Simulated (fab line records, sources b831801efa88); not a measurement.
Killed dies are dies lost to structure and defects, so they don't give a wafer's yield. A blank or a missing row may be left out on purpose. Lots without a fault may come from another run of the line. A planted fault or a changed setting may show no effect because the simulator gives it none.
fab line records | flow sky130
record lots=24 wafers=72 last_day=50
route steps=708 shown CONTACT@430 VIA1@470 METAL2@499 VIA3@585 METAL4@632
lots that met no fault: from a run of the same line without faults
start_h: hours from the record's first day to the start of the lot's first wafer shown | wait_h: hours since the lot's step before | " the same as in the row above | L1.1+2: a row that stands for several wafers | - no value, or no start given | * or withheld: withheld | < > ~ a bound
route shown NAME@n: a module of which the file shows steps, and the number in the route of the first | usual: mean/standard deviation of fault-free wafers | same: alike in all rows | chamber/n: place in a boat | sites: the reading at each site | _std_site: their standard deviation | _edge_site: outer sites' mean less inner sites' | radius_mm: how far each site lies from the wafer's centre | mask NAME#n: copy n | behind: the tool/chamber that last shaped the wafer | hold: why the lot was held/for how many hours/how that ended | device: the transistor (n, p or np) that didn't switch | end of line: the same wafers' tests at the end of the route | a step without rows: its recipe alone | killed: dies lost to structure and defects at the first sort, not the wafer's yield | map: a wafer's dies, x killed, . not, _ none there
set.NAME: the setting as run; set.NAME@STEP: as run at that earlier step | model.NAME: the simulator's own value behind a step, which no gauge read
steps of the route over a sample of lots; a table a step, a row a wafer
services: from which hour (start_h, from the record's first day; less than 0 if before it) a tool's chamber was out of use, for how many hours, and why
## steps
# step SKY_CONTACT_CVD_24
# recipe material=W target_thk_nm=340 time_s=102.12 temp_c=400 pressure_torr=40
# usual chamber_pressure_Torr=40.00/0.078 heater_power_w=801/35
# columns lot.wafer tool chamber start_h wait_h chamber_pressure_Torr heater_power_w
L074.2 cvd_w-01 1 731.72 0.0 39.88 732
L074.4 " 1 " " 40.02 754
L074.5 " 1 " " 39.96 730
L075.1 cvd_w-02 0 741.75 0.0 40.03 815
L075.2 " 1 " " 40.09 813
L075.4 " 1 " " 40.03 812
L076.1 cvd_w-02 0 746.36 0.0 39.95 807
L076.3 " 0 " " 40.02 803
L076.6 " 1 " " 39.95 818
L077.1 cvd_w-01 0 755.98 0.0 39.95 827
L077.5 " 1 " " 40.02 739
L077.6 " 0 " " 39.94 815
L078.1 cvd_w-01 1 764.19 0.0 40.09 733
L078.3 " 1 " " 39.98 748
L078.6 " 1 " " 40.07 729
L079.3 cvd_w-02 1 766.01 0.1 39.98 805
L079.4 " 0 " " 39.90 785
L079.6 " 0 " " 40.09 811
L080.1 cvd_w-01 1 779.35 0.0 39.98 754
L080.3 " 0 " " 40.09 842
L080.4 " 1 " " 39.99 735
L081.2 cvd_w-01 0 792.57 0.0 40.01 817
L081.4 " 0 " " 39.97 810
L081.6 " 1 " " 39.85 739
L082.3 cvd_w-01 0 795.94 0.1 40.21 818
L082.4 " 1 " " 40.07 734
L082.6 " 0 " " 40.10 839
L083.4 cvd_w-02 0 812.90 0.1 39.84 809
L083.5 " 1 " " 39.84 819
L083.6 " 0 " " 40.01 800
L084.1 cvd_w-02 1 821.93 0.0 40.03 824
L084.3 " 1 " " 40.10 823
L084.6 " 0 " " 40.10 814
L086.1 cvd_w-01 0 826.66 0.0 39.97 828
L086.2 " 1 " " 40.03 747
L086.4 " 1 " " 40.05 736
L085.1 cvd_w-02 1 827.93 0.0 40.08 821
L085.3 " 0 " " 40.11 794
L085.6 " 1 " " 39.95 812
L087.1 cvd_w-02 1 836.06 0.0 39.97 829
L087.2 " 0 " " 39.90 822
L087.3 " 0 " " 40.05 804
L088.3 cvd_w-02 1 839.86 0.1 39.90 803
L088.4 " 0 " " 39.96 805
L088.5 " 0 " " 40.03 802
L089.1 cvd_w-02 0 856.98 0.0 40.09 787
L089.3 " 1 " " 39.95 830
L089.5 " 0 " " 40.16 813
L090.1 cvd_w-02 0 862.59 0.0 39.85 821
L090.3 " 1 " " 40.22 820
L090.6 " 0 " " 39.97 810
L091.3 cvd_w-02 1 871.43 0.1 40.03 831
L091.5 " 0 " " 40.03 807
L091.6 " 1 " " 40.05 818
L092.1 cvd_w-02 1 873.51 0.0 39.98 829
L092.2 " 0 " " 39.94 787
L092.5 " 1 " " 40.05 806
L093.2 cvd_w-01 0 878.50 0.0 40.05 829
L093.5 " 0 " " 40.00 845
L093.6 " 1 " " 39.92 732
L094.1 cvd_w-02 0 883.53 0.0 40.03 793
L094.4 " 0 " " 39.97 791
L094.6 " 1 " " 39.91 815
L095.2 cvd_w-01 0 893.48 0.0 39.87 820
L095.3 " 1 " " 40.09 743
L095.6 " 1 " " 39.86 736
L096.2 cvd_w-01 0 899.87 0.0 39.93 825
L096.3 " 1 " " 39.91 720
L096.6 " 1 " " 39.88 742
L097.1 cvd_w-02 1 903.17 0.0 39.93 819
L097.4 " 0 " " 40.15 795
L097.6 " 0 " " 40.07 804
# step SKY_VIA1_CD_MEAS_12
# recipe target_cd_nm=150
# usual cd_nm=150.2/1.6
# columns lot.wafer tool chamber start_h wait_h cd_nm
L074.2 cd_sem-01 - 788.46 - 150.6
L074.4 " - " " 149.6
L074.5 " - " " 151.0
L075.1 cd_sem-02 - 797.94 - 149.8
L075.2 " - " " 152.3
L075.4 " - " " 151.5
L076.1 cd_sem-02 - 800.54 - 149.4
L076.3 " - " " 150.2
L076.6 " - " " 148.8
L077.1 cd_sem-02 - 812.29 - 149.2
L077.5 " - " " 150.3
L077.6 " - " " 150.5
L078.1 cd_sem-01 - 819.44 - 150.2
L078.3 " - " " 149.7
L078.6 " - " " 150.5
L079.3 cd_sem-01 - 821.68 - 151.3
L079.4 " - " " 151.7
L079.6 " - " " 151.9
L080.1 cd_sem-02 - 832.74 - 150.8
L080.3 " - " " 151.0
L080.4 " - " " 151.2
L081.2 cd_sem-01 - 847.11 - 151.1
L081.4 " - " " 150.1
L081.6 " - " " 150.1
L082.3 cd_sem-02 - 851.58 - 149.7
L082.4 " - " " 149.7
L082.6 " - " " 149.4
L083.4 cd_sem-01 - 867.25 - 151.7
L083.5 " - " " 152.3
L083.6 " - " " 151.6
L084.1 cd_sem-02 - 875.86 - 148.0
L084.3 " - " " 148.4
L084.6 " - " " 148.0
L086.1 cd_sem-01 - 880.94 - 152.3
L086.2 " - " " 150.0
L086.4 " - " " 151.0
L085.1 cd_sem-01 - 882.39 - 149.5
L085.3 " - " " 149.4
L085.6 " - " " 150.9
L087.1 cd_sem-01 - 889.49 - 150.3
L087.2 " - " " 150.7
L087.3 " - " " 150.4
L088.3 cd_sem-02 - 893.98 - 150.6
L088.4 " - " " 149.2
L088.5 " - " " 150.4
L089.1 cd_sem-01 - 909.74 - 149.3
L089.3 " - " " 150.7
L089.5 " - " " 150.8
L090.1 cd_sem-01 - 915.49 - 151.1
L090.3 " - " " 150.5
L090.6 " - " " 149.6
L091.3 cd_sem-01 - 923.78 - 149.8
L091.5 " - " " 148.9
L091.6 " - " " 148.2
L092.1 cd_sem-01 - 926.94 - 149.8
L092.2 " - " " 150.2
L092.5 " - " " 150.3
L093.2 cd_sem-01 - 932.26 - 151.7
L093.5 " - " " 153.1
L093.6 " - " " 153.3
L094.1 cd_sem-01 - 935.14 - 152.5
L094.4 " - " " 154.1
L094.6 " - " " 152.4
L095.2 cd_sem-01 - 944.26 - 150.8
L095.3 " - " " 149.0
L095.6 " - " " 149.3
L096.2 cd_sem-02 - 949.98 - 149.7
L096.3 " - " " 150.4
L096.6 " - " " 149.7
L097.1 cd_sem-01 - 959.64 - 145.8
L097.4 " - " " 146.1
L097.6 " - " " 144.9
# step SKY_METAL2_OVL_MEAS_16
# usual METAL2_OVL=2/5.8
# columns lot.wafer tool chamber start_h wait_h METAL2_OVL[nm]
L074.2 overlay-02 - 815.97 0.1 4
L074.4 " - " " 4
L074.5 " - " " 1
L075.1 overlay-01 - 825.46 0.1 -8
L075.2 " - " " -6
L075.4 " - " " -7
L076.1 overlay-02 - 828.39 0.1 -1
L076.3 " - " " -4
L076.6 " - " " 1
L077.1 overlay-02 - 840.01 0.1 -3
L077.5 " - " " -4
L077.6 " - " " 0
L078.1 overlay-01 - 847.26 0.1 6
L078.3 " - " " 12
L078.6 " - " " 10
L079.3 overlay-02 - 849.22 0.1 1
L079.4 " - " " 1
L079.6 " - " " -2
L080.1 overlay-02 - 860.21 0.1 5
L080.3 " - " " -1
L080.4 " - " " 15
L081.2 overlay-01 - 874.67 0.1 5
L081.4 " - " " 8
L081.6 " - " " 12
L082.3 overlay-01 - 879.17 0.1 5
L082.4 " - " " 2
L082.6 " - " " 8
L083.4 overlay-01 - 894.96 0.1 3
L083.5 " - " " 10
L083.6 " - " " 1
L084.1 overlay-02 - 903.29 0.1 -6
L084.3 " - " " -1
L084.6 " - " " -7
L086.1 overlay-01 - 908.54 0.1 12
L086.2 " - " " 3
L086.4 " - " " 3
L085.1 overlay-01 - 909.26 0.1 -8
L085.3 " - " " -1
L085.6 " - " " -3
L087.1 overlay-02 - 916.16 0.1 -4
L087.2 " - " " -2
L087.3 " - " " 3
L088.3 overlay-02 - 921.02 0.1 2
L088.4 " - " " -6
L088.5 " - " " 5
L089.1 overlay-02 - 935.56 0.1 -10
L089.3 " - " " -6
L089.5 " - " " -6
L090.1 overlay-02 - 941.86 0.1 3
L090.3 " - " " -3
L090.6 " - " " 4
L091.3 overlay-01 - 948.42 0.1 0
L091.5 " - " " -2
L091.6 " - " " 5
L092.1 overlay-02 - 952.66 0.1 5
L092.2 " - " " -1
L092.5 " - " " -1
L093.2 overlay-02 - 961.72 0.1 12
L093.5 " - " " 5
L093.6 " - " " 8
L094.1 overlay-01 - 963.36 0.1 3
L094.4 " - " " 4
L094.6 " - " " 3
L095.2 overlay-01 - 970.70 0.1 5
L095.3 " - " " 0
L095.6 " - " " 9
L096.2 overlay-01 - 975.50 0.1 -6
L096.3 " - " " 4
L096.6 " - " " -3
L097.1 overlay-02 - 985.69 0.1 2
L097.4 " - " " 8
L097.6 " - " " -1
# step SKY_VIA3_CD_MEAS_12
# recipe target_cd_nm=200
# usual cd_nm=200.1/1.5
# columns lot.wafer tool chamber start_h wait_h cd_nm
L074.2 cd_sem-02 - 922.96 - 201.5
L074.4 " - " " 202.3
L074.5 " - " " 201.8
L075.1 cd_sem-01 - 933.34 - 200.5
L075.2 " - " " 200.8
L075.4 " - " " 200.7
L076.1 cd_sem-01 - 934.39 - 201.4
L076.3 " - " " 202.2
L076.6 " - " " 202.0
L077.1 cd_sem-02 - 944.27 - 198.6
L077.5 " - " " 198.6
L077.6 " - " " 198.1
L078.1 cd_sem-02 - 952.12 - 200.5
L078.3 " - " " 201.8
L078.6 " - " " 200.9
L079.3 cd_sem-02 - 960.93 - 199.5
L079.4 " - " " 200.3
L079.6 " - " " 199.6
L080.1 cd_sem-02 - 967.07 - 201.6
L080.3 " - " " 202.8
L080.4 " - " " 203.4
L081.2 cd_sem-01 - 978.69 - 200.6
L081.4 " - " " 199.8
L081.6 " - " " 200.2
L082.3 cd_sem-01 - 981.48 - 201.8
L082.4 " - " " 203.4
L082.6 " - " " 201.1
L083.4 cd_sem-02 - 996.45 - 201.7
L083.5 " - " " 202.4
L083.6 " - " " 201.5
L084.1 cd_sem-02 - 1009.49 - 199.9
L084.3 " - " " 199.6
L084.6 " - " " 199.4
L086.1 cd_sem-01 - 1011.37 - 200.1
L086.2 " - " " 200.0
L086.4 " - " " 200.6
L085.1 cd_sem-01 - 1013.09 - 199.3
L085.3 " - " " 199.2
L085.6 " - " " 198.7
L087.1 cd_sem-01 - 1016.69 - 198.9
L087.2 " - " " 197.4
L087.3 " - " " 198.9
L088.3 cd_sem-02 - 1021.08 - 202.3
L088.4 " - " " 200.4
L088.5 " - " " 200.3
L089.1 cd_sem-02 - 1037.27 - 196.7
L089.3 " - " " 198.4
L089.5 " - " " 197.6
L090.1 cd_sem-02 - 1042.12 - 197.8
L090.3 " - " " 197.2
L090.6 " - " " 198.5
L091.3 cd_sem-02 - 1046.51 - 198.8
L091.5 " - " " 197.8
L091.6 " - " " 198.2
L092.1 cd_sem-01 - 1050.69 - 199.8
L092.2 " - " " 200.0
L092.5 " - " " 200.2
L093.2 cd_sem-02 - 1059.09 - 200.8
L093.5 " - " " 200.8
L093.6 " - " " 199.7
L094.1 cd_sem-01 - 1059.24 - 200.1
L094.4 " - " " 199.0
L094.6 " - " " 199.8
L095.2 cd_sem-01 - 1066.26 - 198.6
L095.3 " - " " 198.7
L095.6 " - " " 198.4
L096.2 cd_sem-02 - 1069.56 - 201.3
L096.3 " - " " 201.5
L096.6 " - " " 201.2
L097.1 cd_sem-01 - 1079.94 - 198.7
L097.4 " - " " 201.5
L097.6 " - " " 200.7
# step SKY_VIA3_CMP_24
# recipe stop_on=SiO2 t_overpolish_s=20 down_force_psi=3.5 platen_rpm=60 target_thk_nm=0 pad_velocity_m_s=0.94248
# usual motor_current_A=11.2/1 overpolish_run_s=20.000/0.0088 time_to_endpoint_s=94/3.8
# columns lot.wafer tool chamber start_h wait_h motor_current_A overpolish_run_s time_to_endpoint_s
L074.2 cmp-01 1 924.21 0.1 11.7 20.011 93
L074.4 " 3 " " 10.3 19.996 95
L074.5 " 0 " " 10.6 20.011 99
L075.2 cmp-02 2 937.82 3.3 12.3 20.003 93
L075.1 " 3 " " 9.9 19.985 93
L075.4 " 0 " " 11.3 20.003 98
L076.3 cmp-02 1 938.97 3.4 12.2 19.983 93
L076.1 " 2 " " 12.9 19.982 90
L076.6 " 1 " " 12.8 20.004 94
L077.1 cmp-02 0 946.00 0.6 12.1 20.005 95
L077.6 " 1 " " 12.3 20.003 91
L077.5 " 2 " " 12.7 20.010 90
L078.1 cmp-01 3 953.34 0.1 10.8 20.001 97
L078.3 " 1 " " 11.2 19.999 92
L078.6 " 0 " " 10.4 19.992 100
L079.3 cmp-01 2 962.10 0.0 10.2 20.006 95
L079.4 " 3 " " 10.5 19.990 102
L079.6 " 2 " " 10.8 19.993 103
L080.1 cmp-02 1 968.40 0.2 12.5 20.011 96
L080.3 " 2 " " 12.7 19.996 91
L080.4 " 3 " " 9.5 20.008 92
L081.4 cmp-02 1 979.98 0.0 12.6 20.005 91
L081.2 " 2 " " 13.1 20.006 86
L081.6 " 1 " " 12.4 20.004 87
L082.4 cmp-02 3 982.74 0.1 10.2 20.009 91
L082.3 " 0 " " 12.0 20.001 95
L082.6 " 2 " " 12.8 19.997 87
L083.4 cmp-01 3 997.89 0.3 10.7 20.012 93
L083.6 " 2 " " 10.3 20.005 94
L083.5 " 3 " " 9.9 20.008 95
L084.1 cmp-02 3 1010.76 0.1 9.9 20.008 94
L084.3 " 0 " " 11.3 20.002 100
L084.6 " 3 " " 9.7 20.002 90
L086.2 cmp-02 1 1012.77 0.0 11.8 19.993 98
L086.4 " 2 " " 12.9 20.012 88
L086.1 " 3 " " 10.0 19.987 93
L085.3 cmp-01 0 1014.31 0.0 10.4 19.992 94
L085.1 " 2 " " 11.0 19.999 93
L085.6 " 1 " " 11.7 20.002 96
L087.1 cmp-01 2 1017.92 0.1 10.1 20.007 95
L087.2 " 3 " " 10.3 20.004 91
L087.3 " 1 " " 11.6 20.008 89
L088.4 cmp-02 1 1022.31 0.1 12.2 20.009 93
L088.3 " 3 " " 10.2 20.008 90
L088.5 " 1 " " 13.4 19.987 92
L089.3 cmp-02 1 1038.49 0.0 12.5 20.015 89
L089.1 " 3 " " 10.0 20.005 89
L089.5 " 2 " " 12.6 20.001 85
L090.1 cmp-01 2 1043.41 0.1 10.2 20.006 102
L090.3 " 3 " " 10.3 19.997 94
L090.6 " 2 " " 10.5 19.989 100
L091.3 cmp-01 3 1047.84 0.2 10.6 19.991 97
L091.6 " 0 " " 10.3 20.006 98
L091.5 " 1 " " 11.9 19.987 95
L092.1 cmp-01 3 1052.52 0.6 10.4 19.989 95
L092.2 " 1 " " 11.5 20.006 91
L092.5 " 3 " " 10.4 20.006 101
L093.2 cmp-02 0 1060.41 0.1 11.8 19.994 100
L093.6 " 3 " " 9.9 19.997 89
L093.5 " 0 " " 11.8 20.001 98
L094.4 cmp-01 1 1060.62 0.2 11.4 19.994 93
L094.1 " 3 " " 10.2 19.996 97
L094.6 " 0 " " 9.8 20.003 94
L095.2 cmp-01 0 1067.93 0.3 10.5 19.998 97
L095.3 " 1 " " 11.5 19.988 94
L095.6 " 0 " " 10.4 20.008 97
L096.3 cmp-01 1 1070.98 0.1 11.5 20.000 94
L096.2 " 2 " " 9.9 19.994 98
L096.6 " 0 " " 10.6 19.996 91
L097.1 cmp-01 0 1081.20 0.1 10.5 20.011 100
L097.4 " 1 " " 11.8 19.996 98
L097.6 " 0 " " 10.0 20.003 92
# step SKY_METAL4_ETCH_16
# recipe chemistry=N2/H2 target=BARC ion_energy_ev=200 bias_w=100 pressure_mtorr=30 n2_flow_sccm=100 h2_flow_sccm=200 icp_w=500 stop_on=SiO2 time_s=88.2 target_depth_a=600
# usual drypump_motor_current_A=5.7/0.42 oes_product_au=0.626/0.0044 throttle_valve_pct=13.207/0.0095
# columns lot.wafer tool chamber start_h wait_h drypump_motor_current_A oes_product_au rf_hours_counter_h throttle_valve_pct
L074.2 rie_metal-01 0 971.18 0.0 6.4 0.623 13 13.194
L074.4 " 1 " " 5.5 0.622 - 13.206
L074.5 " 1 " " 5.5 0.625 - 13.210
L075.1 rie_metal-04 1 986.11 0.0 5.4 0.625 15 13.190
L075.2 " 0 " " 5.7 0.630 11 13.226
L075.4 " 0 " " 5.7 0.628 - 13.211
L076.1 rie_metal-02 1 987.78 0.0 5.1 0.626 2 13.207
L076.3 " 0 " " 6.3 0.620 - 13.227
L076.6 " 0 " " 6.2 0.629 - 13.216
L077.1 rie_metal-01 0 994.98 0.0 6.3 0.628 14 13.214
L077.5 " 0 " " 6.4 0.630 - 13.203
L077.6 " 1 " " 5.5 0.625 - 13.212
L078.1 rie_metal-04 1 1001.26 0.0 5.4 0.612 16 13.206
L078.3 " 0 " " 5.7 0.616 - 13.198
L078.6 " 0 " " 5.7 0.621 - 13.228
L079.3 rie_metal-04 0 1010.56 0.0 5.7 0.628 - 13.216
L079.4 " 1 " " 5.4 0.631 - 13.200
L079.6 " 1 " " 5.4 0.613 - 13.208
L080.1 rie_metal-01 1 1017.21 0.0 5.5 0.624 13 13.201
L080.3 " 0 " " 6.3 0.625 - 13.199
L080.4 " 1 " " 5.5 0.623 - 13.195
L081.2 rie_metal-01 0 1027.03 0.0 6.3 0.637 16 13.196
L081.4 " 1 " " 5.5 0.625 - 13.197
L081.6 " 0 " " 6.4 0.629 - 13.214
L082.3 rie_metal-01 1 1030.14 0.0 5.5 0.627 - 13.189
L082.4 " 0 " " 6.3 0.621 - 13.211
L082.6 " 0 " " 6.3 0.629 - 13.203
L083.4 rie_metal-01 1 1044.86 0.0 5.5 0.628 - 13.214
L083.5 " 1 " " 5.5 0.622 - 13.203
L083.6 " 0 " " 6.3 0.626 - 13.207
L084.1 rie_metal-01 0 1055.93 0.0 6.4 0.631 17 13.214
L084.3 " 1 " " 5.5 0.625 - 13.210
L084.6 " 1 " " 5.5 0.617 - 13.198
L086.1 rie_metal-04 1 1059.13 0.0 5.4 0.627 19 13.203
L086.2 " 0 " " 5.7 0.631 15 13.196
L086.4 " 1 " " 5.4 0.619 - 13.207
L085.1 rie_metal-01 0 1060.51 0.0 6.3 0.627 17 13.196
L085.3 " 0 " " 6.3 0.622 - 13.200
L085.6 " 0 " " 6.3 0.625 - 13.200
L087.1 rie_metal-04 1 1063.53 0.0 5.4 0.618 20 13.222
L087.2 " 0 " " 5.7 0.621 15 13.201
L087.3 " 1 " " 5.4 0.626 - 13.190
L088.3 rie_metal-02 1 1067.39 0.0 5.1 0.625 - 13.201
L088.4 " 0 " " 6.2 0.628 - 13.194
L088.5 " 0 " " 6.2 0.630 - 13.208
L089.1 rie_metal-04 1 1083.31 0.0 5.4 0.626 21 13.209
L089.3 " 1 " " 5.4 0.626 - 13.218
L089.5 " 0 " " 5.7 0.624 - 13.212
L090.1 rie_metal-01 1 1087.26 0.0 5.5 0.629 17 13.210
L090.3 " 0 " " 6.3 0.631 - 13.201
L090.6 " 1 " " 5.5 0.632 - 13.205
L091.3 rie_metal-02 0 1091.21 0.0 6.2 0.625 - 13.192
L091.5 " 1 " " 5.1 0.627 - 13.235
L091.6 " 0 " " 6.2 0.631 - 13.213
L092.1 rie_metal-01 0 1094.26 0.0 6.3 0.628 20 13.215
L092.2 " 1 " " 5.5 0.624 18 13.227
L092.5 " 0 " " 6.3 0.630 - 13.200
L093.2 rie_metal-04 1 1102.18 0.0 5.4 0.624 23 13.205
L093.5 " 0 " " 5.7 0.626 - 13.213
L093.6 " 1 " " 5.4 0.629 - 13.197
L094.1 rie_metal-02 0 1102.42 0.0 6.2 0.622 21 13.213
L094.4 " 0 " " 6.2 0.633 - 13.209
L094.6 " 1 " " 5.1 0.623 - 13.210
L095.2 rie_metal-04 0 1111.16 0.0 5.7 0.628 19 13.213
L095.3 " 1 " " 5.4 0.626 - 13.209
L095.6 " 0 " " 5.7 0.633 - 13.208
L096.2 rie_metal-04 1 1113.31 0.0 5.4 0.636 24 13.204
L096.3 " 0 " " 5.7 0.625 - 13.205
L096.6 " 1 " " 5.4 0.636 - 13.238
L097.1 rie_metal-02 0 1120.53 0.0 6.2 0.627 23 13.211
L097.4 " 1 " " 5.1 0.624 - 13.210
L097.6 " 0 " " 6.2 0.622 - 13.209
## services
# columns tool chamber start_h hours kind
cmp-01 - 744.00 4.0 pm
cmp-02 - 791.19 3.8 pm
cmp-02 - 809.20 2.6 repair
cmp-01 - 817.86 3.6 repair
cmp-02 - 838.10 2.8 repair
cvd_w-02 - 876.23 3.8 pm
cmp-01 - 877.87 1.8 repair
cmp-01 - 902.11 4.2 pm
cmp-01 - 908.95 1.6 repair
cmp-02 - 912.00 4.0 pm
cmp-01 - 926.83 20.7 pm
cvd_w-02 - 948.32 28.1 pm
cmp-02 - 953.28 0.9 repair
cmp-02 - 984.13 2.3 repair
cmp-02 - 995.68 3.3 repair
cmp-02 - 1006.34 2.3 repair
cmp-01 - 1011.57 0.7 repair
cmp-01 - 1045.47 1.6 repair
cmp-01 - 1054.27 0.3 repair
cmp-02 - 1055.90 1.3 repair
cmp-02 - 1070.33 0.8 repair
cmp-01 - 1084.00 4.0 pm
cmp-01 - 1109.85 2.1 repair
cmp-01 - 1120.11 1.0 repair
## key
fault none
